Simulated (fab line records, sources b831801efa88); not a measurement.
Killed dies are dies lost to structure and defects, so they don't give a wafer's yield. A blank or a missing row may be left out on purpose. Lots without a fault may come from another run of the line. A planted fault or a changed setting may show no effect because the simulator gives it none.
Which tool did it? | flow gf180mcu | 24 lots, 72 wafers sampled, at 6 steps of a route of 602

WHAT THE GAUGES READ, wafer by wafer
GF_V1_BOW_MEAS_05.
lot  | measured     | on            | V1_BOW (um)
L074 | day 17 02:06 | film_metro-02 | 72 86 84
L075 | day 17 11:13 | film_metro-01 | 94 82 81
L076 | day 17 18:49 | film_metro-01 | 84 80 77
L077 | day 18 11:42 | film_metro-01 | 76 83 97
L078 | day 18 18:56 | film_metro-04 | 98 87 90
L079 | day 19 01:43 | film_metro-01 | 90 91 92
L080 | day 19 11:19 | film_metro-01 | 86 97 70
L081 | day 19 20:31 | film_metro-01 | 72 76 86
L082 | day 20 11:09 | film_metro-01 | 89 72 79
L083 | day 20 11:50 | film_metro-01 | 80 92 74
L084 | day 20 23:25 | film_metro-04 | 84 84 84
L085 | day 21 09:38 | film_metro-04 | 90 86 79
L086 | day 21 17:57 | film_metro-01 | 90 81 80
L087 | day 22 03:18 | film_metro-01 | 79 84 88
L088 | day 22 14:29 | film_metro-01 | 87 75 93
L089 | day 23 01:38 | film_metro-01 | 81 90 89
L090 | day 23 02:00 | film_metro-04 | 85 91 79
L091 | day 23 12:08 | film_metro-02 | 85 90 78
L092 | day 23 21:19 | film_metro-01 | 86 87 83
L093 | day 24 00:07 | film_metro-01 | 70 83 78
L094 | day 24 07:49 | film_metro-01 | 82 70 89
L095 | day 24 18:05 | film_metro-04 | 77 77 83
L096 | day 25 00:08 | film_metro-01 | 92 85 75
L097 | day 25 05:47 | film_metro-04 | 94 90 70

GF_M4_OVL_MEAS_15.
lot  | measured     | on         | M4_OVL (nm)
L074 | day 23 08:07 | overlay-02 | -1 -6 -8
L075 | day 23 18:26 | overlay-02 | -17 -13 -9
L076 | day 24 00:38 | overlay-01 | 2 0 -8
L077 | day 24 15:53 | overlay-01 | -4 0 2
L078 | day 24 23:02 | overlay-01 | 2 2 6
L079 | day 25 05:17 | overlay-02 | -3 -6 -1
L080 | day 25 13:40 | overlay-01 | -10 -12 -12
L081 | day 25 20:02 | overlay-02 | -1 3 -3
L082 | day 26 09:41 | overlay-02 | -1 -4 -2
L083 | day 26 11:27 | overlay-01 | 12 1 -3
L084 | day 26 22:11 | overlay-01 | 0 2 -4
L085 | day 27 05:23 | overlay-01 | -11 -6 -6
L086 | day 27 12:34 | overlay-02 | 3 7 5
L087 | day 27 20:56 | overlay-02 | -1 -3 2
L088 | day 28 05:11 | overlay-02 | -6 -2 -1
L089 | day 28 15:43 | overlay-02 | -3 0 4
L090 | day 28 17:08 | overlay-01 | -5 -7 -9
L091 | day 28 23:46 | overlay-02 | 5 9 1
L092 | day 29 08:59 | overlay-01 | -2 -2 -6
L093 | day 29 11:56 | overlay-02 | 7 6 4
L094 | day 29 18:02 | overlay-02 | 5 9 2
L095 | day 30 02:53 | overlay-01 | 1 -1 3
L096 | day 30 09:02 | overlay-02 | -4 -5 1
L097 | day 30 12:52 | overlay-02 | -15 -18 -6

GF_M5_OVL_MEAS_08.
lot  | measured     | on         | M5_OVL (nm)
L074 | day 26 05:32 | overlay-01 | -6 -12 -7
L075 | day 26 15:52 | overlay-01 | 11 3 -1
L076 | day 26 21:14 | overlay-01 | -4 -2 -1
L077 | day 27 16:12 | overlay-02 | -2 -9 2
L078 | day 27 16:50 | overlay-02 | 9 7 2
L079 | day 27 22:34 | overlay-02 | -1 -9 -4
L080 | day 28 07:05 | overlay-02 | -11 -6 -4
L081 | day 28 12:10 | overlay-01 | -4 -7 -7
L082 | day 29 00:18 | overlay-01 | 6 -2 5
L083 | day 29 02:45 | overlay-01 | -5 -6 4
L084 | day 29 13:32 | overlay-01 | 5 0 4
L085 | day 29 18:40 | overlay-02 | -14 -11 -2
L086 | day 30 02:38 | overlay-02 | 3 0 1
L087 | day 30 10:23 | overlay-01 | 0 1 -3
L088 | day 30 16:41 | overlay-02 | -2 -2 -6
L089 | day 31 03:23 | overlay-02 | -2 -1 -2
L090 | day 31 05:05 | overlay-01 | -7 -6 0
L091 | day 31 10:25 | overlay-02 | 0 -1 4
L092 | day 31 18:32 | overlay-01 | -6 -4 -6
L093 | day 31 21:15 | overlay-02 | 3 3 5
L094 | day 32 03:52 | overlay-02 | 1 4 -4
L095 | day 32 10:11 | overlay-02 | -7 -9 -10
L096 | day 32 16:26 | overlay-02 | 5 8 7
L097 | day 32 19:16 | overlay-02 | -5 -12 2

GF_PASSIVATION_BOW_MEAS_14.
lot  | measured     | on            | PASSIVATION_BOW (um)
L074 | day 28 22:56 | film_metro-03 | 132 149 145
L075 | day 29 09:25 | film_metro-03 | 165 153 151
L076 | day 29 15:32 | film_metro-04 | 139 136 132
L077 | day 30 08:11 | film_metro-02 | 124 133 147
L078 | day 30 08:31 | film_metro-03 | 145 136 138
L079 | day 30 13:37 | film_metro-02 | 158 157 160
L080 | day 30 21:31 | film_metro-03 | 162 173 148
L081 | day 31 02:35 | film_metro-03 | 124 126 139
L082 | day 31 13:08 | film_metro-03 | 148 132 139
L083 | day 31 14:31 | film_metro-04 | 134 145 128
L084 | day 32 01:49 | film_metro-02 | 135 136 135
L085 | day 32 06:28 | film_metro-03 | 132 128 125
L086 | day 32 13:52 | film_metro-04 | 140 133 131
L087 | day 32 20:38 | film_metro-03 | 139 147 149
L088 | day 33 01:50 | film_metro-04 | 143 130 151
L089 | day 33 10:43 | film_metro-03 | 134 144 142
L090 | day 33 12:52 | film_metro-02 | 121 130 118
L091 | day 33 17:49 | film_metro-02 | 142 150 140
L092 | day 34 00:44 | film_metro-03 | 137 138 136
L093 | day 34 02:23 | film_metro-02 | 122 135 130
L094 | day 34 09:38 | film_metro-02 | 143 131 149
L095 | day 34 14:14 | film_metro-02 | 133 133 140
L096 | day 34 19:32 | film_metro-02 | 146 136 129
L097 | day 34 23:25 | film_metro-04 | 136 133 115

WHICH TOOL RAN EACH LOT (tool, then ch and the chambers of the sampled wafers, then the start)
lot  | GF_M2_METAL_ETCH_16               | GF_M4_SPUTTER_02
L074 | rie_metal-01 ch 0, day 19 03:02   | pvd_sputter-04, day 22 09:07
L075 | rie_metal-03 ch 0, day 19 13:43   | pvd_sputter-01, day 22 19:30
L076 | rie_metal-02 ch 0,1, day 19 19:34 | pvd_sputter-01, day 23 01:22
L077 | rie_metal-03 ch 1, day 20 12:58   | pvd_sputter-04, day 23 17:33
L078 | rie_metal-02 ch 0,1, day 20 21:29 | pvd_sputter-01, day 24 01:01
L079 | rie_metal-01 ch 0,1, day 21 03:07 | pvd_sputter-04, day 24 07:12
L080 | rie_metal-03 ch 1, day 21 13:07   | pvd_sputter-02, day 24 16:33
L081 | rie_metal-03 ch 1, day 21 21:53   | pvd_sputter-01, day 24 23:02
L082 | rie_metal-01 ch 0,1, day 22 12:04 | pvd_sputter-02, day 25 12:25
L083 | rie_metal-02 ch 0,1, day 22 13:28 | pvd_sputter-02, day 25 14:05
L084 | rie_metal-01 ch 0,1, day 23 00:14 | pvd_sputter-01, day 26 00:55
L085 | rie_metal-02 ch 0,1, day 23 09:07 | pvd_sputter-01, day 26 09:10
L086 | rie_metal-03 ch 0,1, day 23 18:07 | pvd_sputter-01, day 26 16:37
L087 | rie_metal-01 ch 0,1, day 24 03:10 | pvd_sputter-02, day 27 00:48
L088 | rie_metal-03 ch 0,1, day 24 13:07 | pvd_sputter-02, day 27 09:07
L089 | rie_metal-03 ch 0,1, day 25 00:22 | pvd_sputter-01, day 27 20:10
L090 | rie_metal-01 ch 0,1, day 25 00:58 | pvd_sputter-02, day 27 21:22
L091 | rie_metal-01 ch 0,1, day 25 09:32 | pvd_sputter-01, day 28 04:28
L092 | rie_metal-02 ch 0,1, day 25 19:04 | pvd_sputter-04, day 28 13:47
L093 | rie_metal-03 ch 0,1, day 25 21:13 | pvd_sputter-02, day 28 16:29
L094 | rie_metal-01 ch 0, day 26 05:20   | pvd_sputter-02, day 28 22:43
L095 | rie_metal-02 ch 1, day 26 14:22   | pvd_sputter-04, day 29 07:57
L096 | rie_metal-02 ch 1, day 26 20:20   | pvd_sputter-04, day 29 14:04
L097 | rie_metal-01 ch 1, day 27 01:04   | pvd_sputter-01, day 29 17:55
- GF_M2_METAL_ETCH_16: etches the open film in Cl2/BCl3, stops on SiO2, target depth 750.8 nm, time 125.1 s.
- GF_M4_SPUTTER_02: material AlCu, target thk 450 nm, time 23.9 s.

WHAT THE TOOLS THEMSELVES READ (means of the sampled wafers that have a number; where no wafer has one, the mark that the record gives instead)
GF_M2_METAL_ETCH_16.
lot  | tool         | drypump_motor_current_A (A) | oes_product_au (a.u.) | rf_fwd_power_W (W) | throttle_valve_pct (%)
L074 | rie_metal-01 | 5.0                         | 0.995                 | 798.4              | 28.218
L075 | rie_metal-03 | 5.5                         | 0.992                 | 796.7              | 28.221
L076 | rie_metal-02 | 5.5                         | 0.995                 | 796.7              | 28.222
L077 | rie_metal-03 | 6.3                         | 0.989                 | 797.3              | 28.236
L078 | rie_metal-02 | 5.2                         | 0.993                 | 795.8              | 28.233
L079 | rie_metal-01 | 5.7                         | 0.990                 | 796.2              | 28.228
L080 | rie_metal-03 | 6.3                         | 0.987                 | 794.7              | 28.237
L081 | rie_metal-03 | 6.3                         | 0.989                 | 797.8              | 28.228
L082 | rie_metal-01 | 5.3                         | 0.987                 | 793.8              | 28.223
L083 | rie_metal-02 | 5.5                         | 0.994                 | 796.7              | 28.228
L084 | rie_metal-01 | 5.3                         | 0.988                 | 796.4              | 28.235
L085 | rie_metal-02 | 5.2                         | 0.990                 | 795.2              | 28.233
L086 | rie_metal-03 | 6.0                         | 0.990                 | 796.3              | 28.230
L087 | rie_metal-01 | 5.7                         | 0.989                 | 796.4              | 28.234
L088 | rie_metal-03 | 5.8                         | 0.990                 | 796.5              | 28.233
L089 | rie_metal-03 | 6.0                         | 0.991                 | 795.4              | 28.220
L090 | rie_metal-01 | 5.3                         | 0.994                 | 799.3              | 28.223
L091 | rie_metal-01 | 5.7                         | 0.991                 | 798.6              | 28.235
L092 | rie_metal-02 | 5.2                         | 0.992                 | 792.3              | 28.224
L093 | rie_metal-03 | 6.0                         | 0.997                 | 798.5              | 28.235
L094 | rie_metal-01 | 4.9                         | 0.992                 | 795.3              | 28.231
L095 | rie_metal-02 | 5.7                         | 0.981                 | 796.7              | 28.234
L096 | rie_metal-02 | 5.7                         | 0.991                 | 795.8              | 28.227
L097 | rie_metal-01 | 6.1                         | 0.996                 | 797.2              | 28.231

GF_M4_SPUTTER_02.
lot  | tool           | throttle_valve_pct (%)
L074 | pvd_sputter-04 | 30.0
L075 | pvd_sputter-01 | 29.8
L076 | pvd_sputter-01 | 29.9
L077 | pvd_sputter-04 | 30.6
L078 | pvd_sputter-01 | 29.6
L079 | pvd_sputter-04 | 30.1
L080 | pvd_sputter-02 | 30.2
L081 | pvd_sputter-01 | 29.3
L082 | pvd_sputter-02 | 29.7
L083 | pvd_sputter-02 | 30.2
L084 | pvd_sputter-01 | 28.9
L085 | pvd_sputter-01 | 28.9
L086 | pvd_sputter-01 | 30.4
L087 | pvd_sputter-02 | 29.5
L088 | pvd_sputter-02 | 29.7
L089 | pvd_sputter-01 | 28.7
L090 | pvd_sputter-02 | 29.6
L091 | pvd_sputter-01 | 29.0
L092 | pvd_sputter-04 | 31.0
L093 | pvd_sputter-02 | 29.6
L094 | pvd_sputter-02 | 30.3
L095 | pvd_sputter-04 | 30.8
L096 | pvd_sputter-04 | 30.4
L097 | pvd_sputter-01 | 29.0

THE ANSWER, worked out from the rows above alone
Rule: what is usual is taken from the lots themselves. Put in order of their means at a reading, lots are off if they are a third of the lots or fewer, leave a main group of 4 or more, and stand apart from it by a gap of 3 or more times the standard deviation of the main group's means; of several such gaps the widest counts. A main group whose means are all the same, to the digits that the tables above print for the reading, isn't used. A lot without any number at a reading at which 4 lots or more have one is off too. The other lots that the step has rows for count as sound. The gauges are gone through in route order, then the tools' own readings, and for those a lot's mean is taken as printed above. The first step at which some lot is off is used, and at that step the reading that is off furthest; a lot without a number counts as furthest.
No lot is off at any reading shown: from this, nothing can be told.

WHAT THE SIMULATOR HAD PUT IN
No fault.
